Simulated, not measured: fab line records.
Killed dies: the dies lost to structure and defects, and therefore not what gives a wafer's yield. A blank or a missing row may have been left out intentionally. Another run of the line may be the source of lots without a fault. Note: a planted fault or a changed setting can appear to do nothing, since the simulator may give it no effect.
Shared-tool check -- flow gf180mcu -- Lots sampled 13, wafers sampled 39

== WHY THIS WAS OPENED ==
At GF_NWELL_OVL_MEAS_07 the reading NWELL_OVL is flagged on 4 of 13 lots. No-fault wafers: 0.3 nm, standard deviation 1.4.
Rule: a lot is flagged in two cases, either no wafer of it has a number, or all its wafers with numbers fall more than 4 standard deviations from that mean. The rest of the lots are taken to be sound.

lot,measured,on,"NWELL_OVL (nm), wafer by wafer",flag
L200,day 3 13:28,overlay-01,0.8 -0.6 1.1,
L202,day 3 23:44,overlay-02,-1.2 -1.6 -0.2,
L203,day 4 08:28,overlay-02,-1.1 -0.9 0.2,
L204,day 4 11:47,overlay-02,0.7 0.9 0.8,
L205,day 4 15:23,overlay-01,1.4 1.8 0.9,
L206,day 5 00:34,overlay-01,-0.5 -0.4 0.9,
L207,day 5 08:13,overlay-01,-77.9 -77.6 -78.3,FLAGGED
L208,day 5 20:22,overlay-02,-77.1 -77.9 -77.6,FLAGGED
L209,day 5 20:44,overlay-01,-76.2 -77.1 -75.8,FLAGGED
L214,day 6 15:38,overlay-01,-77.9 -78.3 -79.6,FLAGGED
L213,day 6 16:11,overlay-01,1.1 1.1 0.4,
L215,day 7 00:25,overlay-02,-0.1 0.7 -0.4,
L216,day 7 11:29,overlay-01,-0.5 1.3 0.8,
On average the flagged lots' numbers are -77.6 nm, which is -77.9 nm against the usual, or -56 standard deviations.

== WHICH TOOL RAN EACH LOT ==
The record holds 3 process steps before the reading, out of a route of 602 steps. Read each cell as the tool, then ch plus the chambers that the sampled wafers visited, then the start.
lot,flag,GF_STI_ETCH_14,GF_STI_CMP_25,GF_NWELL_EXPOSE_04
L200,,"rie_si-02 ch 0,1,3, day 2 06:46","cmp-02 ch 0,1,2, day 2 10:04","iline_stepper-02 ch 0, day 3 07:34"
L202,,"rie_si-01 ch 0,2,3, day 2 17:11","cmp-01 ch 1,2,3, day 2 19:07","iline_stepper-02 ch 0, day 3 17:04"
L203,,"rie_si-02 ch 0,2,3, day 2 23:35","cmp-01 ch 0,1,3, day 3 02:44","iline_stepper-02 ch 0, day 4 02:14"
L204,,"rie_si-01 ch 0,2,3, day 3 02:44","cmp-02 ch 0,2,3, day 3 05:44","iline_stepper-01 ch 0, day 4 05:46"
L205,,"rie_si-01 ch 1,3, day 3 08:47","cmp-01 ch 0,2,3, day 3 11:36","iline_stepper-01 ch 0, day 4 09:32"
L206,,"rie_si-01 ch 0,2,3, day 3 15:26","cmp-01 ch 1,2, day 3 17:56","iline_stepper-02 ch 0, day 4 17:53"
L207,FLAGGED,"rie_si-01 ch 2,3, day 3 20:49","cmp-01 ch 1,2, day 4 00:19","iline_stepper-02 ch 0, day 5 01:46"
L208,FLAGGED,"rie_si-02 ch 0,2, day 4 01:20","cmp-01 ch 0,3, day 4 07:14","iline_stepper-02 ch 0, day 5 13:11"
L209,FLAGGED,"rie_si-02 ch 0,1,2, day 4 04:49","cmp-01 ch 0,3, day 4 07:35","iline_stepper-02 ch 0, day 5 13:32"
L214,FLAGGED,"rie_si-01 ch 0,2,3, day 5 06:52","cmp-02 ch 1,2,3, day 5 08:52","iline_stepper-02 ch 0, day 6 08:56"
L213,,"rie_si-02 ch 0,1,3, day 5 06:56","cmp-01 ch 0,1,2, day 5 08:59","iline_stepper-01 ch 0, day 6 09:26"
L215,,"rie_si-02 ch 0,1,3, day 5 13:46","cmp-02 ch 0,2,3, day 5 15:41","iline_stepper-01 ch 0, day 6 17:13"
L216,,"rie_si-01 ch 0,1,3, day 5 21:44","cmp-02 ch 0,2,3, day 5 23:37","iline_stepper-01 ch 0, day 7 03:55"
These steps, and what they do:
- GF_STI_ETCH_14: etches Si in HBr/Cl2/O2, target depth 360 nm, time 102.9 s.
- GF_STI_CMP_25: polishes, stops on Si3N4, t overpolish 33 s, target thk 524.6 nm.
- GF_NWELL_EXPOSE_04: exposes mask Nwell, target cd 860 nm.
- GF_NWELL_OVL_MEAS_07

== FLAGGED AGAINST TOTAL, ONE TOOL AT A TIME (gauges that did the reading follow at the end) ==
step,tool,lots run,flagged,share of the flagged lots,sound lots run after its first flagged lot
GF_STI_ETCH_14,rie_si-01,7,2,some,1 (L216)
GF_STI_ETCH_14,rie_si-02,6,2,some,"2 (L213,L215)"
GF_STI_CMP_25,cmp-01,8,3,some,1 (L213)
GF_STI_CMP_25,cmp-02,5,1,some,"2 (L215,L216)"
GF_NWELL_EXPOSE_04,iline_stepper-01,5,0,none,-
GF_NWELL_EXPOSE_04,iline_stepper-02,8,4,all,0
GF_NWELL_OVL_MEAS_07,overlay-01,8,3,some,"2 (L213,L216)"
GF_NWELL_OVL_MEAS_07,overlay-02,5,1,some,1 (L215)

== THE TABLE: WHAT IT ALLOWS ==
Rows of the table that ran each flagged lot: 1, that is iline_stepper-02 at GF_NWELL_EXPOSE_04.
- iline_stepper-02 at GF_NWELL_EXPOSE_04 ran 8 lots, 4 of them flagged. A fault beginning between L206 (day 4 17:53), its last sound lot, and L207 (day 5 01:46), its first flagged one, fits the data.
iline_stepper-02 at GF_NWELL_EXPOSE_04 is the single tool remaining.

== WHAT WAS PUT IN BY THE SIMULATOR ==
Scanner matching overlay: iline_stepper-02, from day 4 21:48 on, at GF_NWELL_EXPOSE_04. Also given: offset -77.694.
Struck lots among those shown: L207, L208, L209, L214. Same finding as the rule above.
